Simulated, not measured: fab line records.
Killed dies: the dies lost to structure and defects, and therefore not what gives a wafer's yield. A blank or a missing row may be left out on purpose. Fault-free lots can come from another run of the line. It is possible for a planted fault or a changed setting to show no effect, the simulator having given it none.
fab line records	flow sky130
record: lots: 6	wafers: 18	last_day: 49
route steps=708 shown CONTACT@418 METAL1@434 PAD_OPEN@708
lots that met no fault: from a run of the same line without faults
start_h: the number of hours between the record's first day and the start of the first shown wafer of the lot	wait_h: hours from the lot's prior step to this one	" identical to the entry in the row above	L1.1+2: a row that stands for several wafers	- no value present, or no start provided	* or withheld: withheld	< > ~ a bound
route shown NAME@n: names a module that has steps shown in the file, with the first one's number in the route	usual: mean and standard deviation over wafers with no fault	same: alike in all rows	chamber/n: place in a boat	sites: the reading at each site	_std_site: how widely they spread, as a standard deviation	_edge_site: the outer-site mean with the inner-site mean subtracted	radius_mm: for every site, how far away it sits from the centre of the wafer	mask NAME#n: copy n	behind: tool/chamber where the wafer was last shaped	hold: the reason the lot was held/the length of the hold in hours/how it ended	device: names the non-switching transistor (n, p or np)	end of line: tests of these same wafers at the route's end	a step given without rows: its recipe and nothing more	killed: at the first sort, the dies lost to defects and structure; wafer yield is something else	map: a wafer's dies, marking killed ones x, the rest . and places with no die _
set.NAME: the setting as run; set.NAME@STEP: as run at that earlier step	model.NAME: the simulator's own value behind a step, which no gauge read
a table for each step, a row for each wafer; lots at some steps of the route
services: the hour from which a tool's chamber was out of use, counted from the record's first day as start_h (under 0 if before that day), plus the number of hours and why
== steps ==
step: SKY_CONTACT_PEB_12
recipe: peb_temp_c: withheld	peb_time_s: withheld	resist: KrF-thick
step: SKY_CONTACT_DEVELOP_13
recipe: develop_time_s: 62	resist: KrF-thick	dev_temp_c: 21
step: SKY_CONTACT_CD_MEAS_14
recipe: target_cd_nm: 170
usual: cd_nm: 169.8/1.4
lot.wafer	tool	chamber	start_h	wait_h	cd_nm
L677.2	cd_sem-01	-	767.51	-	172.3
L677.4	"	-	"	"	172.2
L677.6	"	-	"	"	173.0
L681.1	cd_sem-01	-	769.58	-	168.1
L681.4	"	-	"	"	167.0
L681.6	"	-	"	"	167.1
L689.2	cd_sem-01	-	837.95	-	170.2
L689.3	"	-	"	"	170.6
L689.6	"	-	"	"	168.6
L692.3	cd_sem-01	-	860.60	-	170.7
L692.4	"	-	"	"	171.8
L692.6	"	-	"	"	171.7
L691.2	cd_sem-01	-	861.35	-	169.3
L691.4	"	-	"	"	169.2
L691.6	"	-	"	"	169.2
L694.1	cd_sem-02	-	863.66	-	168.5
L694.3	"	-	"	"	168.4
L694.4	"	-	"	"	169.0
step: SKY_CONTACT_OVL_MEAS_15
usual: CONTACT_OVL: -1/4.6
lot.wafer	tool	chamber	start_h	wait_h	CONTACT_OVL[nm]
L677.2	overlay-01	-	767.62	0.1	6
L677.4	"	-	"	"	5
L677.6	"	-	"	"	5
L681.1	overlay-01	-	769.70	0.1	-4
L681.4	"	-	"	"	-6
L681.6	"	-	"	"	-9
L689.2	overlay-02	-	838.06	0.1	-1
L689.3	"	-	"	"	0
L689.6	"	-	"	"	-1
L692.3	overlay-01	-	860.69	0.1	-1
L692.4	"	-	"	"	2
L692.6	"	-	"	"	-1
L691.2	overlay-01	-	861.46	0.1	0
L691.4	"	-	"	"	1
L691.6	"	-	"	"	-8
L694.1	overlay-02	-	863.78	0.1	-6
L694.3	"	-	"	"	-4
L694.4	"	-	"	"	5
step: SKY_CONTACT_ETCH_16
recipe: chemistry: N2/H2	target: BARC	ion_energy_ev: 200	source_w: 500	bias_w: 100	pressure_mtorr: 30	n2_flow_sccm: 100	h2_flow_sccm: 200	stop_on: SiO2	time_s: 45.9	target_depth_a: 600
step: SKY_CONTACT_ETCH_17
recipe: target: SiO2	chemistry: C4F8/O2/Ar	stop_on: Si3N4	mask_material: KrF-thick	source_w: 1500	bias_w: 1200	pressure_mtorr: 40	c4f8_flow_sccm: withheld	O2_flow_sccm: 6	Ar_flow_sccm: 300	time_s: withheld	target_depth_a: 3400
usual: oes_product_au: 0.891/0.0049	rf_fwd_power_W: 1487/5.7
lot.wafer	tool	chamber	start_h	wait_h	oes_product_au	rf_fwd_power_W
L677.2	rie_diel-01	2	767.69	0.0	0.886	1479
L677.4	"	3	"	"	0.891	1480
L677.6	"	0	"	"	0.890	1484
L681.1	rie_diel-02	1	769.78	0.0	0.887	1490
L681.4	"	3	"	"	0.887	1482
L681.6	"	2	"	"	0.889	1479
L689.2	rie_diel-02	3	838.13	0.0	0.887	1490
L689.3	"	0	"	"	0.889	1494
L689.6	"	3	"	"	0.892	1487
L692.3	rie_diel-02	1	860.76	0.0	0.893	1487
L692.4	"	2	"	"	0.888	1486
L692.6	"	3	"	"	0.896	1488
L691.2	rie_diel-02	2	861.53	0.0	0.894	1481
L691.4	"	0	"	"	0.895	1495
L691.6	"	3	"	"	0.887	1492
L694.1	rie_diel-02	3	863.86	0.0	0.899	1491
L694.3	"	0	"	"	0.897	1493
L694.4	"	1	"	"	0.890	1489
step: SKY_CONTACT_ETCH_18
recipe: target: Si3N4	chemistry: CHF3/O2	stop_on: TiN	source_w: 600	bias_w: 200	pressure_mtorr: 40	chf3_flow_sccm: 50	O2_flow_sccm: 5	time_s: 39	target_depth_a: 750
usual: drypump_motor_current_A: 6.0/0.55	oes_product_au: 0.856/0.0076	rf_fwd_power_W: 594.0/2.7	throttle_valve_pct: 8.795/0.0087
lot.wafer	tool	chamber	start_h	wait_h	drypump_motor_current_A	oes_product_au	rf_fwd_power_W	rf_hours_counter_h	throttle_valve_pct
L677.2	rie_diel-01	2	-	-	5.7	0.854	589.1	26	8.799
L677.4	"	3	"	"	5.9	0.863	589.5	38	8.797
L677.6	"	0	"	"	6.2	0.858	587.8	-	8.800
L681.1	rie_diel-02	1	-	-	6.7	0.858	596.8	5	8.795
L681.4	"	3	"	"	6.3	0.868	592.9	1	8.812
L681.6	"	2	"	"	4.9	0.860	594.7	-	8.803
L689.2	rie_diel-02	3	-	-	6.3	0.852	594.3	3	8.797
L689.3	"	0	"	"	6.1	0.852	595.7	4	8.800
L689.6	"	3	"	"	6.3	0.852	595.3	-	8.789
L692.3	rie_diel-02	1	-	-	6.7	0.855	595.8	9	8.801
L692.4	"	2	"	"	4.9	0.864	591.5	10	8.799
L692.6	"	3	"	"	6.3	0.866	595.8	-	8.802
L691.2	rie_diel-02	2	-	-	4.9	0.851	590.7	10	8.780
L691.4	"	0	"	"	6.2	0.852	597.0	5	8.800
L691.6	"	3	"	"	6.3	0.869	594.1	-	8.791
L694.1	rie_diel-02	3	-	-	6.3	0.844	593.6	4	8.787
L694.3	"	0	"	"	6.1	0.863	596.2	5	8.792
L694.4	"	1	"	"	6.8	0.852	596.8	9	8.807
step: SKY_CONTACT_STRIP_19
recipe: chemistry: O2/N2	power_w: 1400	pressure_mtorr: 1500	platen_temp_c: withheld	o2_flow_sccm: 3000	n2_flow_sccm: 300	overash_fraction: 0.5
usual: drypump_motor_current_A: 5.7/0.35	oes_product_au: 0.381/0.0048	strip_time_to_endpoint_s: 3.62/0.03
lot.wafer	tool	chamber	start_h	wait_h	drypump_motor_current_A	oes_product_au	rf_hours_counter_h	strip_time_to_endpoint_s
L677.2	plasma_asher-03	1	767.78	-	5.3	0.372	62	3.59
L677.4	"	0	"	"	6.0	0.380	-	3.60
L677.6	"	0	"	"	6.0	0.385	-	3.64
L681.1	plasma_asher-03	1	769.87	-	5.3	0.382	62	3.60
L681.4	"	1	"	"	5.3	0.378	-	3.61
L681.6	"	0	"	"	6.1	0.381	-	3.61
L689.2	plasma_asher-04	0	838.22	-	5.6	0.383	9	3.62
L689.3	"	0	"	"	5.6	0.382	-	3.61
L689.6	"	1	"	"	6.0	0.374	-	3.58
L692.3	plasma_asher-02	1	860.88	-	6.2	0.375	-	3.64
L692.4	"	0	"	"	5.3	0.378	-	3.63
L692.6	"	1	"	"	6.1	0.381	-	3.62
L691.2	plasma_asher-04	1	861.62	-	6.0	0.373	11	3.61
L691.4	"	0	"	"	5.6	0.380	-	3.61
L691.6	"	0	"	"	5.6	0.381	-	3.61
L694.1	plasma_asher-04	0	863.95	-	5.6	0.383	12	3.66
L694.3	"	0	"	"	5.6	0.387	-	3.69
L694.4	"	1	"	"	6.0	0.385	-	3.65
step: SKY_CONTACT_STRIP_20
recipe: chemistry: post_etch_residue_remover	time_s: 1200	temp_c: 72.5
step: SKY_CONTACT_CLEAN_21
recipe: chemistry: IPA	time_s: 180	temp_c: 25
step: SKY_CONTACT_CLEAN_22
recipe: chemistry: O3/DIW	dry: n2_spin
step: SKY_CONTACT_SPUTTER_23
recipe: material: TiN	target_thk_nm: 20	chamber_pressure_pa: 5	power_w: 4000	time_s: 80
usual: cathode_dc_power_W: 4000.0/0.67	throttle_valve_pct: 29.8/1.1
lot.wafer	tool	chamber	start_h	wait_h	cathode_dc_power_W	throttle_valve_pct
L677.2	pvd_sputter-03	-	768.37	0.0	3998.5	29.3
L677.4	"	-	"	"	3999.4	31.2
L677.6	"	-	"	"	4000.0	29.4
L681.1	pvd_sputter-04	-	770.47	0.0	4000.5	28.7
L681.4	"	-	"	"	3998.9	32.2
L681.6	"	-	"	"	4000.3	30.2
L689.2	pvd_sputter-03	-	839.39	0.0	3999.6	28.4
L689.3	"	-	"	"	3999.3	29.5
L689.6	"	-	"	"	3999.5	28.4
L692.3	pvd_sputter-03	-	861.44	0.0	3999.3	28.4
L692.4	"	-	"	"	4000.9	30.8
L692.6	"	-	"	"	3998.2	30.9
L691.2	pvd_sputter-01	-	862.21	0.0	4000.5	29.0
L691.4	"	-	"	"	4000.3	29.3
L691.6	"	-	"	"	3999.9	29.3
L694.1	pvd_sputter-04	-	864.54	0.0	3999.7	30.1
L694.3	"	-	"	"	3999.9	32.1
L694.4	"	-	"	"	3999.1	32.1
step: SKY_CONTACT_CVD_24
recipe: material: W	target_thk_nm: 340	time_s: 102.12	temp_c: 400	pressure_torr: 40
usual: heater_power_w: 942/90
lot.wafer	tool	chamber	start_h	wait_h	heater_power_w	model.W_of_CONTACT_CVD_24.thk_nm
L677.2	cvd_w-02	1	768.43	0.0	932	339.8
L677.4	"	1	"	"	961	337
L677.6	"	1	"	"	930	339.1
L681.1	cvd_w-01	1	770.53	0.0	774	336.5
L681.4	"	0	"	"	971	340.1
L681.6	"	0	"	"	966	344.7
L689.2	cvd_w-02	0	839.45	0.0	1022	276.3
L689.3	"	1	"	"	948	271.9
L689.6	"	1	"	"	957	272.4
L692.3	cvd_w-02	1	861.54	0.1	945	271.8
L692.4	"	0	"	"	1022	274.7
L692.6	"	0	"	"	1040	276.5
L691.2	cvd_w-01	0	862.27	0.0	963	335.2
L691.4	"	1	"	"	790	335.2
L691.6	"	0	"	"	971	336.6
L694.1	cvd_w-01	0	864.60	0.0	948	340.9
L694.3	"	1	"	"	771	338.1
L694.4	"	0	"	"	985	338.1
step: SKY_CONTACT_RS_MEAS_25
recipe: thk_meas_gauge: four-point-probe	reads: W_of_CONTACT_CVD_24+TiN_of_CONTACT_SPUTTER_23
usual: CONTACT_W_RS: 0.339/0.0039
lot.wafer	tool	chamber	start_h	wait_h	CONTACT_W_RS[ohm/sq]
L677.2	film_metro-01	-	768.56	0.1	0.338
L677.4	"	-	"	"	0.341
L677.6	"	-	"	"	0.338
L681.1	film_metro-02	-	770.64	0.1	0.341
L681.4	"	-	"	"	0.337
L681.6	"	-	"	"	0.332
L689.2	film_metro-03	-	839.58	0.1	0.416
L689.3	"	-	"	"	0.423
L689.6	"	-	"	"	0.422
L692.3	film_metro-02	-	861.65	0.1	0.423
L692.4	"	-	"	"	0.418
L692.6	"	-	"	"	0.416
L691.2	film_metro-02	-	862.43	0.1	0.342
L691.4	"	-	"	"	0.342
L691.6	"	-	"	"	0.340
L694.1	film_metro-02	-	864.71	0.1	0.337
L694.3	"	-	"	"	0.340
L694.4	"	-	"	"	0.339
step: SKY_CONTACT_THK_MEAS_26
recipe: thk_meas_gauge: xrf	reads: W_of_CONTACT_CVD_24
usual: CONTACT_W_THK: 343/4.1
lot.wafer	tool	chamber	start_h	wait_h	CONTACT_W_THK[nm]
L677.2	film_metro-01	-	768.67	0.1	345
L677.4	"	-	"	"	341
L677.6	"	-	"	"	344
L681.1	film_metro-02	-	770.76	0.1	340
L681.4	"	-	"	"	346
L681.6	"	-	"	"	349
L689.2	film_metro-03	-	839.69	0.1	278
L689.3	"	-	"	"	273
L689.6	"	-	"	"	272
L692.3	film_metro-02	-	861.75	0.1	275
L692.4	"	-	"	"	276
L692.6	"	-	"	"	279
L691.2	film_metro-02	-	862.54	0.1	339
L691.4	"	-	"	"	340
L691.6	"	-	"	"	342
L694.1	film_metro-02	-	864.83	0.1	345
L694.3	"	-	"	"	342
L694.4	"	-	"	"	344
step: SKY_CONTACT_CMP_27
recipe: stop_on: SiO2	t_overpolish_s: 15	down_force_psi: 3.5	platen_rpm: 60	target_thk_nm: 0	pad_velocity_m_s: 0.94248
usual: motor_current_A: 11.6/1.1	retaining_ring_pressure_frac: 0.999/0.0045	slurry_filter_dp_kPa: 13.52/0.14	time_to_endpoint_s: 82/3.5
lot.wafer	tool	chamber	start_h	wait_h	motor_current_A	retaining_ring_pressure_frac	slurry_filter_dp_kPa	time_to_endpoint_s
L677.2	cmp-01	0	768.82	0.1	11.0	1.009	13.50	87
L677.4	"	1	"	"	11.1	1.008	13.65	80
L677.6	"	3	"	"	11.2	1.000	13.29	85
L681.4	cmp-02	0	770.87	0.1	13.5	1.008	13.32	86
L681.1	"	1	"	"	12.9	0.996	13.85	75
L681.6	"	3	"	"	11.8	0.996	13.50	80
L689.3	cmp-02	3	839.79	0.1	11.4	0.995	13.58	68
L689.2	"	1	"	"	12.4	0.992	13.41	68
L689.6	"	3	"	"	11.9	1.002	13.37	67
L692.4	cmp-01	2	861.84	0.1	12.8	0.992	13.26	70
L692.3	"	3	"	"	11.1	0.996	13.47	66
L692.6	"	1	"	"	10.5	1.006	13.42	67
L691.2	cmp-01	0	862.75	0.2	10.7	1.001	13.63	87
L691.4	"	1	"	"	10.5	0.998	13.60	79
L691.6	"	3	"	"	10.4	1.005	13.60	85
L694.3	cmp-01	3	864.94	0.1	10.7	0.996	13.48	83
L694.4	"	0	"	"	11.0	0.995	13.46	81
L694.1	"	1	"	"	11.1	0.999	13.42	76
step: SKY_METAL1_SPUTTER_00
recipe: material: Ti	target_thk_nm: 15	power_w: 3000	time_s: 10	chamber_pressure_pa: 0.4
usual: cathode_dc_power_W: 3000.0/0.49	throttle_valve_pct: 30.2/1.1
lot.wafer	tool	chamber	start_h	wait_h	cathode_dc_power_W	throttle_valve_pct
L677.2	pvd_sputter-02	-	769.02	0.1	3000.0	29.6
L677.4	"	-	"	"	3000.3	31.5
L677.6	"	-	"	"	3000.5	31.5
L681.1	pvd_sputter-03	-	771.12	0.1	2999.7	29.3
L681.4	"	-	"	"	2999.9	28.5
L681.6	"	-	"	"	2999.8	31.0
L689.2	pvd_sputter-02	-	840.04	0.1	2999.8	29.7
L689.3	"	-	"	"	2999.6	31.5
L689.6	"	-	"	"	3000.7	31.6
L692.3	pvd_sputter-02	-	862.09	0.1	3000.4	30.0
L692.4	"	-	"	"	3000.3	29.4
L692.6	"	-	"	"	2998.9	29.3
L691.2	pvd_sputter-04	-	862.95	0.1	3000.2	28.6
L691.4	"	-	"	"	3000.2	32.0
L691.6	"	-	"	"	3000.9	30.7
L694.1	pvd_sputter-02	-	865.19	0.1	3000.7	31.5
L694.3	"	-	"	"	3000.7	30.0
L694.4	"	-	"	"	2999.9	31.4
step: SKY_PAD_OPEN_PROBE_99
usual: killed_at_M0_to_M3: 42/6.6	killed_at_M4_up: 3.0/1.7	killed_at_contacts: 24/5.3	killed_at_front_end: 15/4.5	killed_at_other: 0.2/0.49	killed_dies: 83/9	killed_open: 45/6.9	killed_short: 38/5.8
same: gross_dies: 492	killed_at_back_side: 0
lot.wafer	tool	chamber	start_h	wait_h	killed_at_M0_to_M3	killed_at_M4_up	killed_at_contacts	killed_at_front_end	killed_at_other	killed_dies	killed_open	killed_short
L681.1	prober-01	-	1116.26	0.1	32	2	28	18	0	80	53	27
L681.4	prober-01	-	1116.41	0.2	43	5	23	9	0	80	43	37
L681.6	prober-01	-	1116.51	0.2	40	4	27	14	1	86	38	45
L689.2	prober-01	-	1156.93	0.1	32	3	37	16	0	88	45	42
L689.3	prober-01	-	1156.98	0.2	39	3	19	23	1	85	44	40
L689.6	prober-01	-	1157.13	0.2	41	4	24	3	0	72	45	27
L692.3	prober-02	-	1168.19	0.2	51	3	18	21	1	94	51	42
L692.4	prober-02	-	1168.24	0.2	47	3	23	14	0	87	39	47
L692.6	prober-02	-	1168.34	0.2	57	5	21	24	0	107	61	43
L691.2	prober-02	-	1171.13	0.1	39	6	27	20	0	92	42	50
L691.4	prober-02	-	1171.23	0.2	36	2	29	19	0	86	42	44
L691.6	prober-02	-	1171.33	0.2	35	3	23	23	0	84	46	38
L694.1	prober-02	-	1172.65	0.1	47	4	20	14	0	85	42	43
L694.3	prober-02	-	1172.75	0.2	42	4	20	9	0	75	45	30
L694.4	prober-02	-	1172.80	0.2	42	3	32	18	0	95	58	37
killed by level:class
L681.1 LI_CONTACT:geometric_particle:open=10 VIA1:geometric_particle:open=9 CONTACT:geometric_particle:open=9 VIA2:geometric_particle:open=7 CONTACT:geometric_particle:short=7 FIELD_ISO:geometric_particle:open=6 FIELD_ISO:geometric_particle:short=4 SPACER:geometric_particle:open=4
L681.4 CONTACT:geometric_particle:open=9 VIA1:geometric_particle:open=8 METAL2:geometric_particle:short=8 VIA2:geometric_particle:open=7 LI_CONTACT:geometric_particle:open=6 VIA3:geometric_particle:open=4 LOCAL_INTERCONNECT:geometric_particle:short=4 CONTACT:geometric_particle:short=4
L681.6 LI_CONTACT:geometric_particle:open=8 METAL2:geometric_particle:short=8 CONTACT:geometric_particle:open=7 VIA1:geometric_particle:open=7 VIA2:geometric_particle:open=6 VIA3:geometric_particle:short=5 LOCAL_INTERCONNECT:geometric_particle:short=4 LI_CONTACT:geometric_particle:short=4
L689.2 LI_CONTACT:geometric_particle:open=10 CONTACT:geometric_particle:open=9 CONTACT:geometric_particle:short=7 VIA2:geometric_particle:open=7 POLY_GATE:geometric_particle:short=6 LOCAL_INTERCONNECT:geometric_particle:short=6 METAL2:geometric_particle:short=6 VIA1:geometric_particle:open=5
L689.3 VIA1:geometric_particle:open=8 LI_CONTACT:geometric_particle:open=7 CONTACT:geometric_particle:open=7 VIA2:geometric_particle:open=6 METAL3:geometric_particle:short=6 POLY_GATE:geometric_particle:short=5 POLY_GATE:geometric_particle:open=5 FIELD_ISO:geometric_particle:short=4
L689.6 CONTACT:geometric_particle:open=14 VIA1:geometric_particle:open=11 VIA2:geometric_particle:open=7 METAL1:geometric_particle:short=6 VIA1:geometric_particle:short=5 CONTACT:geometric_particle:short=4 LI_CONTACT:geometric_particle:open=3 METAL3:geometric_particle:short=3
L692.3 VIA1:geometric_particle:open=15 FIELD_ISO:geometric_particle:short=9 CONTACT:geometric_particle:open=7 METAL2:geometric_particle:short=7 FIELD_ISO:geometric_particle:open=5 VIA1:geometric_particle:short=5 LI_CONTACT:geometric_particle:open=4 LOCAL_INTERCONNECT:geometric_particle:short=4
L692.4 CONTACT:geometric_particle:open=9 VIA3:geometric_particle:open=9 METAL2:geometric_particle:short=9 CONTACT:geometric_particle:short=8 METAL1:geometric_particle:short=7 VIA1:geometric_particle:open=5 FIELD_ISO:geometric_particle:short=4 VIA2:geometric_particle:open=4
L692.6 VIA1:geometric_particle:open=19 CONTACT:geometric_particle:open=11 FIELD_ISO:geometric_particle:short=9 VIA2:geometric_particle:open=8 VIA1:geometric_particle:short=8 POLY_GATE:geometric_particle:open=6 METAL2:geometric_particle:short=6 FIELD_ISO:geometric_particle:open=5
L691.2 VIA2:geometric_particle:open=10 CONTACT:geometric_particle:open=8 CONTACT:geometric_particle:short=8 METAL1:geometric_particle:short=8 POLY_GATE:geometric_particle:short=6 LI_CONTACT:geometric_particle:open=6 VIA1:geometric_particle:open=6 LOCAL_INTERCONNECT:geometric_particle:short=5
L691.4 CONTACT:geometric_particle:open=10 VIA1:geometric_particle:open=9 LOCAL_INTERCONNECT:geometric_particle:short=7 FIELD_ISO:geometric_particle:short=6 LI_CONTACT:geometric_particle:open=5 METAL2:geometric_particle:short=5 CONTACT:geometric_particle:short=4 METAL1:geometric_particle:short=4
L691.6 VIA2:geometric_particle:open=10 FIELD_ISO:geometric_particle:short=7 LI_CONTACT:geometric_particle:open=7 VIA1:geometric_particle:open=7 CONTACT:geometric_particle:short=5 POLY_GATE:geometric_particle:short=4 SPACER:geometric_particle:short=4 LOCAL_INTERCONNECT:geometric_particle:short=4
L694.1 VIA1:geometric_particle:open=10 METAL2:geometric_particle:short=8 VIA2:geometric_particle:open=7 LI_CONTACT:geometric_particle:open=6 LOCAL_INTERCONNECT:geometric_particle:short=5 VIA1:geometric_particle:short=5 POLY_GATE:geometric_particle:short=4 CONTACT:geometric_particle:open=4
L694.3 LI_CONTACT:geometric_particle:open=8 CONTACT:geometric_particle:open=8 VIA1:geometric_particle:open=8 VIA2:geometric_particle:open=5 VIA3:geometric_particle:open=5 METAL1:geometric_particle:short=4 METAL2:geometric_particle:short=4 FIELD_ISO:geometric_particle:short=3
L694.4 CONTACT:geometric_particle:open=11 VIA1:geometric_particle:open=10 VIA2:geometric_particle:open=10 LI_CONTACT:geometric_particle:open=8 FIELD_ISO:geometric_particle:short=5 LOCAL_INTERCONNECT:geometric_particle:short=5 FIELD_ISO:geometric_particle:open=4 LI_CONTACT:geometric_particle:short=4
== services ==
tool	chamber	start_h	hours	kind
cmp-02	-	746.64	4.0	pm
pvd_sputter-01	-	768.33	2.6	repair
pvd_sputter-01	-	772.90	66.7	repair
pvd_sputter-01	-	777.03	4.0	repair
plasma_asher-03	-	779.93	2.8	pm
cmp-01	-	781.89	0.2	repair
pvd_sputter-01	-	786.09	5.0	repair
rie_diel-02	2	794.25	3.1	repair
cvd_w-01	-	797.49	2.8	pm
cmp-02	-	800.42	5.6	pm
pvd_sputter-02	1	809.22	-	consumable_replace:kit
pvd_sputter-02	1	809.22	18.0	scheduled_down
pvd_sputter-02	1	809.22	18.0	vent_cycle
cvd_w-02	1	815.71	7.3	repair
rie_diel-01	0	818.67	2.6	repair
pvd_sputter-01	-	824.39	1.0	repair
rie_diel-01	-	834.74	72.6	repair
plasma_asher-02	-	838.66	14.6	pm
pvd_sputter-04	-	845.72	6.7	repair
plasma_asher-04	-	849.67	3.8	repair
cmp-01	-	851.20	0.4	repair
rie_diel-01	2	855.89	3.1	repair
cvd_w-02	1	858.18	2.2	repair
pvd_sputter-04	1	860.61	-	consumable_replace:kit
== key ==
first_sign: step: SKY_CONTACT_RS_MEAS_25	reading: CONTACT_W_RS	direction: up	sigmas: 21	usual: 0.339	struck: 0.420
effect: step: SKY_CONTACT_THK_MEAS_26	reading: CONTACT_W_THK	direction: down	sigmas: 16	usual: 343	struck: 276
effect: step: SKY_CONTACT_CMP_27	reading: time_to_endpoint_s	direction: down	sigmas: 4	usual: *	struck: *
model_effect: step: SKY_CONTACT_CVD_24	value: W_of_CONTACT_CVD_24.thk_nm	without: 340.9	struck: 273.9
met_at SKY_CONTACT_CVD_24
struck_wafers L689.2,L689.3,L689.6,L692.3,L692.4,L692.6
tester_left_out L689,L692
onset_between 768.43 839.45
also_fits SKY_CONTACT_SPUTTER_23:pvd_sputter-03
fault: kind: process_parameter_drift	tool: cvd_w-02	chamber: -	onset_h: 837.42	steps: SKY_CONTACT_CVD_24	channel: target_thk_nm	offset: -67.096	shape: step	end_h: 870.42	acts_in: these_recipes_only	stated: 340
tester_left_out: of these lots the tester's yield and bins aren't shown, on N5 and GAA mostly nor the transistor test; their killed dies are dies lost to structure and defects alone, not to doping, threshold or leakage, so they don't give the yield
